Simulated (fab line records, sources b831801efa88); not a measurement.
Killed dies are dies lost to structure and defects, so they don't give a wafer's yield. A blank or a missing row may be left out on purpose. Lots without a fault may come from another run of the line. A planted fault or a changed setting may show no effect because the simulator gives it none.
fab line records | flow sky130
record lots=7 wafers=19 last_day=50
route steps=708 shown VIA2@516 METAL3@532 PAD_OPEN@708
lots that met no fault: from a run of the same line without faults
start_h: hours from the record's first day to the start of the lot's first wafer shown | wait_h: hours since the lot's step before | " the same as in the row above | L1.1+2: a row that stands for several wafers | - no value, or no start given | * or withheld: withheld | < > ~ a bound
route shown NAME@n: a module of which the file shows steps, and the number in the route of the first | usual: mean/standard deviation of fault-free wafers | same: alike in all rows | chamber/n: place in a boat | sites: the reading at each site | _std_site: their standard deviation | _edge_site: outer sites' mean less inner sites' | radius_mm: how far each site lies from the wafer's centre | mask NAME#n: copy n | behind: the tool/chamber that last shaped the wafer | hold: why the lot was held/for how many hours/how that ended | device: the transistor (n, p or np) that didn't switch | end of line: the same wafers' tests at the end of the route | a step without rows: its recipe alone | killed: dies lost to structure and defects at the first sort, not the wafer's yield | map: a wafer's dies, x killed, . not, _ none there
set.NAME: the setting as run; set.NAME@STEP: as run at that earlier step | model.NAME: the simulator's own value behind a step, which no gauge read
lots at some steps of the route; a table a step, a row a wafer
services: from which hour (start_h, from the record's first day; less than 0 if before it) a tool's chamber was out of use, for how many hours, and why
## steps
# step SKY_VIA2_EXPOSE_09
# recipe mask_id=VIM2 na=0.8 source_shape=annular sigma_inner=0.55 sigma_outer=0.85 target_cd_nm=200 dose_mj=38
# step SKY_VIA2_PEB_10
# recipe peb_temp_c=withheld peb_time_s=withheld resist=KrF-thick
# step SKY_VIA2_DEVELOP_11
# recipe develop_time_s=60 resist=KrF-thick dev_temp_c=21
# step SKY_VIA2_CD_MEAS_12
# recipe target_cd_nm=200
# usual cd_nm=200.1/1.2
# columns lot.wafer tool chamber start_h wait_h cd_nm
L682.1 cd_sem-01 - 875.96 - 203.8
L682.2 " - " " 202.4
L682.6 " - " " 202.0
L686.1 cd_sem-01 - 900.01 - 199.7
L686.4 " - " " 199.2
L686.5 " - " " 199.0
L688.2 cd_sem-02 - 916.30 - 198.4
L688.5 " - " " 199.6
L688.6 " - " " 200.6
L690.4 cd_sem-01 - 933.89 - 203.2
L690.6 " - " " 201.9
L691.4 cd_sem-01 - 935.92 - 200.6
L691.6 " - " " 200.2
L696.1 cd_sem-02 - 965.06 - 199.9
L696.3 " - " " 200.1
L696.4 " - " " 200.0
L701.1 cd_sem-02 - 1000.26 - 200.5
L701.2 " - " " 199.2
L701.3 " - " " 200.1
# step SKY_VIA2_OVL_MEAS_13
# usual VIA2_OVL=-1/6.4
# columns lot.wafer tool chamber start_h wait_h VIA2_OVL[nm]
L682.1 overlay-01 - 876.08 0.1 8
L682.2 " - " " 14
L682.6 " - " " 11
L686.1 overlay-01 - 900.13 0.1 4
L686.4 " - " " -1
L686.5 " - " " 6
L688.2 overlay-02 - 916.41 0.1 -6
L688.5 " - " " -2
L688.6 " - " " -6
L690.4 overlay-02 - 933.97 0.1 -10
L690.6 " - " " -5
L691.4 overlay-02 - 936.00 0.1 -9
L691.6 " - " " -19
L696.1 overlay-02 - 965.18 0.1 -1
L696.3 " - " " 2
L696.4 " - " " -1
L701.1 overlay-02 - 1000.38 0.1 2
L701.2 " - " " 3
L701.3 " - " " 5
# step SKY_VIA2_ETCH_14
# recipe chemistry=N2/H2 target=BARC ion_energy_ev=200 source_w=500 bias_w=100 pressure_mtorr=30 n2_flow_sccm=100 h2_flow_sccm=200 stop_on=SiO2 time_s=45.9 target_depth_a=600
# usual drypump_motor_current_A=5.5/0.44 oes_product_au=0.854/0.0048 rf_fwd_power_W=495.1/2.3 throttle_valve_pct=13.225/0.01
# columns lot.wafer tool chamber start_h wait_h drypump_motor_current_A oes_product_au rf_fwd_power_W rf_hours_counter_h throttle_valve_pct
L682.1 rie_diel-04 1 876.12 0.0 5.5 0.849 495.3 16 13.232
L682.2 " 3 " " 4.9 0.857 493.9 1 13.217
L682.6 " 1 " " 5.5 0.847 496.9 - 13.219
L686.1 rie_diel-03 3 900.16 0.0 5.3 0.853 498.5 3 13.232
L686.4 " 0 " " 5.8 0.859 495.0 8 13.215
L686.5 " 0 " " 5.9 0.853 494.7 - 13.236
L688.2 rie_diel-04 2 916.44 0.0 6.2 0.846 491.8 16 13.240
L688.5 " 0 " " 5.8 0.853 495.8 - 13.226
L688.6 " 1 " " 5.5 0.853 497.1 - 13.214
L690.4 rie_diel-01 2 933.99 0.0 5.9 0.859 495.7 10 13.217
L690.6 " 0 " " 5.0 0.859 489.0 - 13.228
L691.4 rie_diel-01 1 936.02 0.0 5.4 0.861 495.2 15 13.215
L691.6 " 1 " " 5.4 0.857 494.3 - 13.223
L696.1 rie_diel-01 0 965.21 0.0 5.0 0.852 491.5 20 13.237
L696.3 " 3 " " 6.2 0.863 497.5 22 13.219
L696.4 " 1 " " 5.4 0.858 498.8 16 13.234
L701.1 rie_diel-03 0 1000.42 0.0 5.8 0.855 495.6 10 13.237
L701.2 " 2 " " 5.9 0.858 497.1 16 13.235
L701.3 " 3 " " 5.3 0.853 494.4 6 13.223
# step SKY_VIA2_ETCH_15
# recipe target=SiO2 chemistry=C4F8/O2/Ar target_depth_nm=546 stop_on=TiN mask_material=KrF-thick source_w=1500 bias_w=1200 pressure_mtorr=40 c4f8_flow_sccm=withheld O2_flow_sccm=6 Ar_flow_sccm=300 time_s=84
# usual oes_product_au=0.939/0.0046 rf_fwd_power_W=1490/6
# columns lot.wafer tool chamber start_h wait_h oes_product_au rf_fwd_power_W rf_hours_counter_h
L682.1 rie_diel-04 1 876.16 0.0 0.941 1493 16
L682.2 " 3 " " 0.943 1491 1
L682.6 " 1 " " 0.930 1499 -
L686.1 rie_diel-03 3 900.21 0.0 0.935 1481 3
L686.4 " 0 " " 0.946 1496 8
L686.5 " 0 " " 0.937 1494 -
L688.2 rie_diel-04 2 916.48 0.0 0.940 1487 16
L688.5 " 0 " " 0.943 1490 -
L688.6 " 1 " " 0.944 1491 -
L690.4 rie_diel-01 2 934.03 0.0 0.938 1488 10
L690.6 " 0 " " 0.943 1483 -
L691.4 rie_diel-01 1 936.06 0.0 0.940 1490 15
L691.6 " 1 " " 0.947 1494 -
L696.1 rie_diel-01 0 965.26 0.0 0.946 1480 20
L696.3 " 3 " " 0.940 1495 22
L696.4 " 1 " " 0.933 1499 16
L701.1 rie_diel-03 0 1000.46 0.0 0.929 1495 10
L701.2 " 2 " " 0.942 1493 16
L701.3 " 3 " " 0.941 1492 6
# step SKY_VIA2_STRIP_16
# recipe chemistry=O2/N2 power_w=1400 pressure_mtorr=1500 platen_temp_c=withheld o2_flow_sccm=3000 n2_flow_sccm=300 overash_fraction=0.5
# usual drypump_motor_current_A=5.8/0.39 oes_product_au=0.399/0.0046 strip_time_to_endpoint_s=4.06/0.032
# columns lot.wafer tool chamber start_h wait_h drypump_motor_current_A oes_product_au rf_hours_counter_h strip_time_to_endpoint_s
L682.1 plasma_asher-02 1 876.22 0.0 5.0 0.397 47 4.02
L682.2 " 0 " " 6.0 0.404 47 4.04
L682.6 " 1 " " 5.0 0.400 - 4.04
L686.1 plasma_asher-03 0 900.27 0.0 6.3 0.395 74 4.04
L686.4 " 0 " " 6.4 0.399 - 4.08
L686.5 " 1 " " 5.9 0.396 - 4.09
L688.2 plasma_asher-04 0 916.54 0.0 5.9 0.395 113 4.05
L688.5 " 0 " " 6.0 0.398 - 4.04
L688.6 " 1 " " 5.6 0.402 - 4.03
L690.4 plasma_asher-04 1 934.13 0.1 5.7 0.398 - 4.09
L690.6 " 0 " " 5.9 0.397 - 4.11
L691.4 plasma_asher-04 1 936.15 0.1 5.6 0.403 - 4.08
L691.6 " 0 " " 5.9 0.406 - 4.06
L696.1 plasma_asher-02 1 965.32 0.0 5.0 0.398 56 4.10
L696.3 " 1 " " 5.0 0.398 - 4.06
L696.4 " 0 " " 6.0 0.398 - 4.08
L701.1 plasma_asher-03 1 1000.52 0.0 5.9 0.393 84 4.03
L701.2 " 0 " " 6.3 0.392 84 4.11
L701.3 " 1 " " 5.9 0.404 - 4.03
# step SKY_VIA2_STRIP_17
# recipe chemistry=post_etch_residue_remover time_s=1200 temp_c=72.5
# step SKY_VIA2_CLEAN_18
# recipe chemistry=IPA time_s=180 temp_c=25
# step SKY_VIA2_CLEAN_19
# recipe chemistry=O3/DIW dry=n2_spin
# step SKY_VIA2_SPUTTER_20
# recipe material=TiN target_thk_nm=20 chamber_pressure_pa=5 power_w=4000 time_s=80
# usual throttle_valve_pct=30.1/1.3
# columns lot.wafer tool chamber start_h wait_h throttle_valve_pct
L682.1 pvd_sputter-03 - 876.81 0.0 32.1
L682.2 " - " " 28.8
L682.6 " - " " 29.0
L686.1 pvd_sputter-03 - 900.87 0.0 31.5
L686.4 " - " " 32.1
L686.5 " - " " 28.9
L688.2 pvd_sputter-01 - 917.13 0.0 28.3
L688.5 " - " " 29.5
L688.6 " - " " 32.1
L690.4 pvd_sputter-01 - 934.68 0.0 28.2
L690.6 " - " " 32.2
L691.4 pvd_sputter-02 - 936.71 0.0 31.1
L691.6 " - " " 30.8
L696.1 pvd_sputter-01 - 965.91 0.0 31.9
L696.3 " - " " 29.6
L696.4 " - " " 30.2
L701.1 pvd_sputter-03 - 1001.11 0.0 29.1
L701.2 " - " " 28.9
L701.3 " - " " 31.9
# step SKY_VIA2_CVD_21
# recipe material=W target_thk_nm=420 time_s=126.4 temp_c=400 pressure_torr=40
# usual heater_power_w=932/67
# columns lot.wafer tool chamber start_h wait_h heater_power_w model.W_of_VIA2_CVD_21.thk_nm
L682.1 cvd_w-01 0 876.87 0.0 952 416.4
L682.2 " 1 " " 892 408.1
L682.6 " 0 " " 967 419.5
L686.1 cvd_w-02 0 900.93 0.0 938 421.6
L686.4 " 1 " " 1024 425.4
L686.5 " 0 " " 937 417.7
L688.2 cvd_w-02 0 917.19 0.0 933 607.3
L688.5 " 1 " " 1048 417
L688.6 " 0 " " 902 604.3
L690.4 cvd_w-02 0 934.79 0.1 926 608.3
L690.6 " 0 " " 916 614.9
L691.4 cvd_w-02 0 936.82 0.1 966 611.2
L691.6 " 0 " " 934 611.1
L696.1 cvd_w-01 1 965.97 0.0 814 425.5
L696.3 " 0 " " 897 418.7
L696.4 " 1 " " 788 422.4
L701.1 cvd_w-01 1 1001.18 0.0 817 421
L701.2 " 0 " " 905 419.7
L701.3 " 1 " " 806 420.5
# step SKY_VIA2_RS_MEAS_22
# recipe thk_meas_gauge=four-point-probe reads=W_of_VIA2_CVD_21+TiN_of_VIA2_SPUTTER_20
# usual VIA2_W_RS=0.273/0.0035
# columns lot.wafer tool chamber start_h wait_h hold VIA2_W_RS[ohm/sq]
L682.1 film_metro-01 - 877.00 0.1 - 0.276
L682.2 " - " " - 0.281
L682.6 " - " " - 0.273
L686.1 film_metro-02 - 901.06 0.1 - 0.271
L686.4 " - " " - 0.269
L686.5 " - " " - 0.274
L688.2 film_metro-04 - 917.35 0.1 await_dispo/0.2h/release 0.188
L688.5 " - " " await_dispo/0.2h/release 0.275
L688.6 " - " " await_dispo/0.2h/release 0.189
L688.2 film_metro-04 - 917.63 0.3 - 0.188
L688.5 " - " " - 0.275
L688.6 " - " " - 0.189
L690.4 film_metro-02 - 934.94 0.1 - 0.188
L690.6 " - " " - 0.186
L690.4 film_metro-02 - 935.22 0.3 - 0.188
L690.6 " - " " - 0.185
L691.4 film_metro-02 - 936.96 0.1 - 0.187
L691.6 " - " " - 0.187
L691.4 film_metro-02 - 937.25 0.3 - 0.186
L691.6 " - " " - 0.187
L696.1 film_metro-02 - 966.10 0.1 - 0.269
L696.3 " - " " - 0.273
L696.4 " - " " - 0.271
L701.1 film_metro-01 - 1001.31 0.1 - 0.273
L701.2 " - " " - 0.273
L701.3 " - " " - 0.272
# step SKY_VIA2_THK_MEAS_23
# recipe thk_meas_gauge=xrf reads=W_of_VIA2_CVD_21
# usual VIA2_W_THK=406/5.7
# columns lot.wafer tool chamber start_h wait_h hold VIA2_W_THK[nm]
L682.1 film_metro-01 - 877.12 0.1 - 400
L682.2 " - " " - 395
L682.6 " - " " - 403
L686.1 film_metro-02 - 901.18 0.1 - 411
L686.4 " - " " - 416
L686.5 " - " " - 408
L688.2 film_metro-04 - 919.11 1.5 await_dispo/0.2h/release -
L688.5 " - " " await_dispo/0.2h/release 408
L688.6 " - " " await_dispo/0.2h/release -
L688.2 film_metro-04 - 919.34 0.2 - -
L688.5 " - " " - 408
L688.6 " - " " - -
L690.4 film_metro-02 - 939.53 4.3 - 568
L690.6 " - " " - -
L691.4 film_metro-02 - 944.29 7.0 - -
L691.6 " - " " - -
L696.1 film_metro-02 - 966.22 0.1 - 409
L696.3 " - " " - 402
L696.4 " - " " - 405
L701.1 film_metro-01 - 1001.43 0.1 - 414
L701.2 " - " " - 415
L701.3 " - " " - 410
# step SKY_VIA2_CMP_24
# recipe stop_on=SiO2 t_overpolish_s=18.53 down_force_psi=3.5 platen_rpm=60 target_thk_nm=0 pad_velocity_m_s=0.94248
# usual motor_current_A=11.1/1.3 time_to_endpoint_s=102/5.6
# columns lot.wafer tool chamber start_h wait_h hold motor_current_A time_to_endpoint_s
L682.2 cmp-02 2 877.28 0.1 - 10.5 103
L682.1 " 3 " " - 10.5 101
L682.6 " 0 " " - 11.0 101
L686.1 cmp-02 3 901.24 0.1 - 11.2 101
L686.4 " 2 " " - 10.5 107
L686.5 " 3 " " - 11.3 103
L688.2 cmp-01 3 926.02 6.7 await_dispo/6.4h/release 8.7 134
L688.6 " 2 " " await_dispo/6.4h/release 9.6 154
L688.5 " 3 " " await_dispo/6.4h/release 9.3 96
L690.4 cmp-01 3 939.96 0.4 - 8.9 135
L690.6 " 3 " " - 9.3 136
L691.4 cmp-01 2 944.37 0.1 - 10.0 150
L691.6 " 2 " " - 11.0 154
L696.3 cmp-01 3 966.33 0.1 - 9.1 95
L696.4 " 0 " " - 12.5 106
L696.1 " 1 " " - 12.9 116
L701.2 cmp-02 3 1001.49 0.0 - 11.1 104
L701.3 " 0 " " - 10.6 96
L701.1 " 2 " " - 11.2 104
# step SKY_METAL3_SPUTTER_00
# recipe material=Ti target_thk_nm=15 power_w=3000 time_s=10 chamber_pressure_pa=0.4
# usual throttle_valve_pct=30.2/1.2
# columns lot.wafer tool chamber start_h wait_h throttle_valve_pct
L682.1 pvd_sputter-02 - 877.48 0.1 28.6
L682.2 " - " " 30.9
L682.6 " - " " 31.1
L686.1 pvd_sputter-04 - 901.54 0.2 30.7
L686.4 " - " " 30.8
L686.5 " - " " 30.7
L688.2 pvd_sputter-02 - 926.27 0.2 31.2
L688.5 " - " " 28.6
L688.6 " - " " 31.3
L690.4 pvd_sputter-03 - 940.26 0.2 29.2
L690.6 " - " " 29.2
L691.4 pvd_sputter-02 - 944.62 0.2 28.4
L691.6 " - " " 31.1
L696.1 pvd_sputter-03 - 966.58 0.1 29.1
L696.3 " - " " 31.7
L696.4 " - " " 31.8
L701.1 pvd_sputter-04 - 1001.79 0.1 30.8
L701.2 " - " " 29.8
L701.3 " - " " 30.7
# step SKY_PAD_OPEN_PROBE_99
# usual killed_at_M0_to_M3=42/6.8 killed_at_M4_up=3.4/1.8 killed_at_contacts=25/5.7 killed_at_front_end=16/4.8 killed_at_other=0.2/0.39 killed_dies=87/9.6 killed_open=47/6.9 killed_short=40/6.3
# same gross_dies=492 killed_at_back_side=0
# columns lot.wafer tool chamber start_h wait_h killed_at_M0_to_M3 killed_at_M4_up killed_at_contacts killed_at_front_end killed_at_other killed_dies killed_open killed_short model.etest.nfet_16v.r_on_ohm_um model.etest.tip_sonos.rs_ohm_sq model.etest.pfet_16v.r_on_ohm_um model.etest.pfet_g5v0d10v5.r_on_ohm_um model.etest.nfet_g5v0d10v5.r_on_ohm_um model.etest.tip_p.rs_ohm_sq model.etest.pfet_01v8.r_on_ohm_um model.etest.nfet_g5v0d10v5.drive_ua_um
L682.1 prober-02 - 1098.93 0.1 38 5 20 23 0 86 45 41 1.388e+04 2615 1.495e+04 4732 1904 6947 2878 605.5
L682.2 prober-02 - 1098.98 0.1 34 4 25 16 0 79 36 43 1.408e+04 2621 1.55e+04 4765 1904 6891 2904 608.5
L682.6 prober-02 - 1099.18 0.2 41 2 19 11 1 74 43 31 1.385e+04 2608 1.509e+04 4731 1867 7028 2848 616.2
L686.1 prober-02 - 1118.48 0.1 42 7 31 13 0 93 47 46 1.422e+04 2656 1.549e+04 4750 1880 6788 2820 607.6
L686.4 prober-02 - 1118.63 0.2 47 4 32 12 0 95 45 50 1.43e+04 2677 1.582e+04 4847 1905 6743 2923 603.3
L686.5 prober-02 - 1118.68 0.2 51 2 19 20 0 92 53 39 1.428e+04 2680 1.619e+04 4822 1905 6735 2846 605.3
L688.2 prober-02 - 1131.43 0.1 52 4 17 16 0 89 41 48 1.428e+04 2640 1.536e+04 4681 1893 6687 2800 608.4
L688.5 prober-02 - 1131.58 0.2 48 4 25 19 0 96 54 42 1.42e+04 2576 1.526e+04 4760 1897 6714 2906 613.9
L688.6 prober-02 - 1131.63 0.2 54 2 18 15 1 90 53 37 1.42e+04 2630 1.524e+04 4805 1905 6664 2798 604
L690.4 prober-02 - 1145.43 0.2 49 3 16 12 0 80 45 35 1.733e+04 5162 1.701e+04 6203 2467 7282 3059 400.3
L690.6 prober-02 - 1145.53 0.2 39 4 24 10 0 77 41 36 1.712e+04 5272 1.702e+04 6108 2429 7282 3023 395.7
L691.4 prober-01 - 1146.42 0.2 33 2 24 17 0 76 45 31 1.684e+04 4932 1.675e+04 6255 2426 7080 3120 406.1
L691.6 prober-01 - 1146.52 0.2 57 4 23 24 0 108 52 56 1.689e+04 4942 1.719e+04 6289 2459 7182 3160 396.8
L696.1 prober-02 - 1168.48 0.1 37 1 33 18 0 89 49 40 1.391e+04 2668 1.508e+04 4871 1930 6885 2903 587.5
L696.3 prober-02 - 1168.58 0.2 30 2 26 27 0 85 46 39 1.374e+04 2696 1.491e+04 4949 1930 6855 2846 581.9
L696.4 prober-02 - 1168.63 0.2 45 1 31 15 0 92 58 34 1.402e+04 2699 1.52e+04 4856 1931 6859 2806 587
L701.1 prober-01 - 1190.62 0.1 40 3 26 4 0 73 48 25 1.395e+04 2702 1.474e+04 4798 1898 6934 3015 602.3
L701.2 prober-01 - 1190.67 0.1 34 1 27 12 0 74 44 30 1.378e+04 2646 1.482e+04 4727 1880 6874 2939 612.3
L701.3 prober-01 - 1190.72 0.2 42 1 21 16 0 80 44 36 1.38e+04 2690 1.47e+04 4771 1884 6945 2993 609.2
# killed by level:class
L682.1 VIA2:geometric_particle:open=10 POLY_GATE:geometric_particle:short=8 VIA1:geometric_particle:open=8 SPACER:geometric_particle:open=7 LOCAL_INTERCONNECT:geometric_particle:short=5 CONTACT:geometric_particle:open=5 METAL1:geometric_particle:short=5 VIA3:geometric_particle:short=5
L682.2 VIA3:geometric_particle:open=8 LOCAL_INTERCONNECT:geometric_particle:short=7 LI_CONTACT:geometric_particle:open=6 CONTACT:geometric_particle:open=6 VIA1:geometric_particle:open=6 METAL2:geometric_particle:short=6 FIELD_ISO:geometric_particle:short=5 METAL1:geometric_particle:short=4
L682.6 VIA3:geometric_particle:open=9 LI_CONTACT:geometric_particle:open=7 VIA1:geometric_particle:open=7 LOCAL_INTERCONNECT:geometric_particle:short=6 VIA2:geometric_particle:open=6 CONTACT:geometric_particle:open=5 VIA2:geometric_particle:short=4 VIA3:geometric_particle:short=4
L686.1 CONTACT:geometric_particle:open=10 VIA1:geometric_particle:open=8 METAL3:geometric_particle:short=7 METAL1:geometric_particle:short=6 LI_CONTACT:geometric_particle:open=6 LOCAL_INTERCONNECT:geometric_particle:short=6 VIA3:geometric_particle:open=5 POLY_GATE:geometric_particle:open=4
L686.4 CONTACT:geometric_particle:open=10 VIA1:geometric_particle:open=9 CONTACT:geometric_particle:short=8 LOCAL_INTERCONNECT:geometric_particle:short=7 METAL1:geometric_particle:short=7 METAL2:geometric_particle:short=7 LI_CONTACT:geometric_particle:open=6 VIA2:geometric_particle:open=5
L686.5 VIA1:geometric_particle:open=12 VIA2:geometric_particle:open=10 VIA1:geometric_particle:short=8 POLY_GATE:geometric_particle:open=7 CONTACT:geometric_particle:open=7 METAL1:geometric_particle:short=5 LI_CONTACT:geometric_particle:open=4 FIELD_ISO:geometric_particle:open=3
L688.2 VIA1:geometric_particle:open=10 VIA2:geometric_particle:open=8 CONTACT:geometric_particle:open=6 METAL1:geometric_particle:short=6 LOCAL_INTERCONNECT:geometric_particle:short=5 VIA2:geometric_particle:short=5 VIA3:geometric_particle:open=5 FIELD_ISO:geometric_particle:short=4
L688.5 VIA1:geometric_particle:open=18 CONTACT:geometric_particle:open=16 POLY_GATE:geometric_particle:short=8 VIA1:geometric_particle:short=8 METAL2:geometric_particle:short=7 VIA2:geometric_particle:open=4 LI_CONTACT:geometric_particle:short=4 LI_CONTACT:geometric_particle:open=4
L688.6 VIA1:geometric_particle:open=15 VIA2:geometric_particle:open=8 FIELD_ISO:geometric_particle:open=7 METAL1:geometric_particle:short=6 CONTACT:geometric_particle:open=5 LI_CONTACT:geometric_particle:open=5 METAL3:geometric_particle:short=5 VIA3:geometric_particle:open=5
L690.4 VIA1:geometric_particle:open=13 CONTACT:geometric_particle:open=11 VIA1:geometric_particle:short=7 VIA3:geometric_particle:open=7 METAL3:geometric_particle:short=6 FIELD_ISO:geometric_particle:short=4 POLY_GATE:geometric_particle:open=3 LI_CONTACT:geometric_particle:open=3
L690.6 LI_CONTACT:geometric_particle:open=9 CONTACT:geometric_particle:open=8 VIA1:geometric_particle:open=8 METAL3:geometric_particle:short=6 VIA2:geometric_particle:open=5 VIA1:geometric_particle:short=5 SPACER:geometric_particle:short=3 LI_CONTACT:geometric_particle:short=3
L691.4 VIA1:geometric_particle:open=12 LI_CONTACT:geometric_particle:open=9 CONTACT:geometric_particle:open=8 FIELD_ISO:geometric_particle:short=4 POLY_GATE:geometric_particle:open=4 METAL2:geometric_particle:open=4 VIA2:geometric_particle:open=4 POLY_GATE:geometric_particle:short=3
L691.6 FIELD_ISO:geometric_particle:short=12 VIA2:geometric_particle:open=11 METAL1:geometric_particle:short=9 VIA1:geometric_particle:open=8 LI_CONTACT:geometric_particle:short=7 METAL2:geometric_particle:short=7 VIA1:geometric_particle:short=6 FIELD_ISO:geometric_particle:open=5
L696.1 CONTACT:geometric_particle:open=13 METAL2:geometric_particle:short=9 LI_CONTACT:geometric_particle:open=9 VIA1:geometric_particle:open=8 FIELD_ISO:geometric_particle:open=7 VIA2:geometric_particle:open=5 LI_CONTACT:geometric_particle:short=4 METAL1:geometric_particle:short=4
L696.3 CONTACT:geometric_particle:open=12 FIELD_ISO:geometric_particle:short=9 LI_CONTACT:geometric_particle:open=7 VIA1:geometric_particle:open=6 METAL1:geometric_particle:short=5 POLY_GATE:geometric_particle:short=5 VIA2:geometric_particle:open=5 POLY_GATE:geometric_particle:open=4
L696.4 LI_CONTACT:geometric_particle:open=13 VIA3:geometric_particle:open=12 VIA1:geometric_particle:open=11 CONTACT:geometric_particle:open=9 FIELD_ISO:geometric_particle:short=7 CONTACT:geometric_particle:short=7 METAL1:geometric_particle:short=6 VIA2:geometric_particle:open=5
L701.1 CONTACT:geometric_particle:open=10 VIA1:geometric_particle:open=10 VIA3:geometric_particle:open=8 VIA2:geometric_particle:open=6 METAL2:geometric_particle:short=5 LI_CONTACT:geometric_particle:open=4 LOCAL_INTERCONNECT:geometric_particle:short=4 LI_CONTACT:geometric_particle:short=3
L701.2 CONTACT:geometric_particle:open=10 VIA3:geometric_particle:open=8 LI_CONTACT:geometric_particle:open=6 VIA1:geometric_particle:open=5 CONTACT:geometric_particle:short=5 VIA2:geometric_particle:short=5 VIA2:geometric_particle:open=5 LOCAL_INTERCONNECT:geometric_particle:short=4
L701.3 METAL1:geometric_particle:short=9 VIA1:geometric_particle:open=8 CONTACT:geometric_particle:open=6 LI_CONTACT:geometric_particle:open=5 METAL2:geometric_particle:short=5 VIA1:geometric_particle:short=5 VIA2:geometric_particle:open=5 FIELD_ISO:geometric_particle:open=4
## services
# columns tool chamber start_h hours kind
cvd_w-02 1 852.98 2.5 repair
pvd_sputter-03 0 872.01 - consumable_replace:kit
pvd_sputter-04 - 879.10 2.1 repair
rie_diel-04 1 882.73 1.8 repair
rie_diel-04 - 891.03 0.4 repair
cvd_w-01 - 904.00 14.0 pm
cmp-02 - 911.36 7.0 pm
cmp-02 - 918.36 5.7 pm
rie_diel-04 3 923.91 3.2 repair
cmp-02 - 924.04 4.0 pm
pvd_sputter-01 - 924.37 6.0 repair
cmp-01 - 928.04 5.0 pm
pvd_sputter-02 - 931.45 1.9 repair
cvd_w-02 - 936.95 28.1 pm
rie_diel-04 - 938.56 2.6 repair
pvd_sputter-01 - 941.47 0.8 repair
plasma_asher-04 - 945.25 3.0 repair
rie_diel-03 - 947.44 4.3 pm
plasma_asher-04 - 947.79 2.3 repair
pvd_sputter-02 - 966.21 5.3 repair
cvd_w-02 - 970.61 2.8 pm
rie_diel-04 1 973.76 4.8 repair
rie_diel-03 3 975.54 5.2 repair
rie_diel-04 2 989.84 5.2 repair
## key
first_sign step=SKY_VIA2_RS_MEAS_22 reading=visit direction=added
effect step=SKY_VIA2_RS_MEAS_22 reading=VIA2_W_RS direction=down sigmas=24 usual=0.273 struck=0.187
effect step=SKY_VIA2_THK_MEAS_23 reading=VIA2_W_THK direction=missing
effect step=SKY_VIA2_CMP_24 reading=time_to_endpoint_s direction=up sigmas=7.4 usual=* struck=*
model_effect step=SKY_VIA2_CVD_21 value=W_of_VIA2_CVD_21.thk_nm without=419.8 struck=609.5
model_effect step=SKY_PAD_OPEN_PROBE_99 value=etest.nfet_16v.r_on_ohm_um without=1.4e+04 struck=1.611e+04
met_at SKY_VIA2_CVD_21
struck_wafers L688.2,L688.6,L690.4,L690.6,L691.4,L691.6
tester_left_out L690,L691
onset_between 900.93 917.19
earlier_fault kind=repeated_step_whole tool=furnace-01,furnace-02 chamber=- onset_h=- steps=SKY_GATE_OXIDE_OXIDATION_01 times=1 scope=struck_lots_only
fault kind=process_parameter_drift tool=cvd_w-02 chamber=0 onset_h=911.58 steps=SKY_VIA2_CVD_21 channel=target_thk_nm offset=189.67 shape=step acts_in=these_recipes_only stated=420
# tester_left_out: of these lots the tester's yield and bins aren't shown, on N5 and GAA mostly nor the transistor test; their killed dies are dies lost to structure and defects alone, not to doping, threshold or leakage, so they don't give the yield
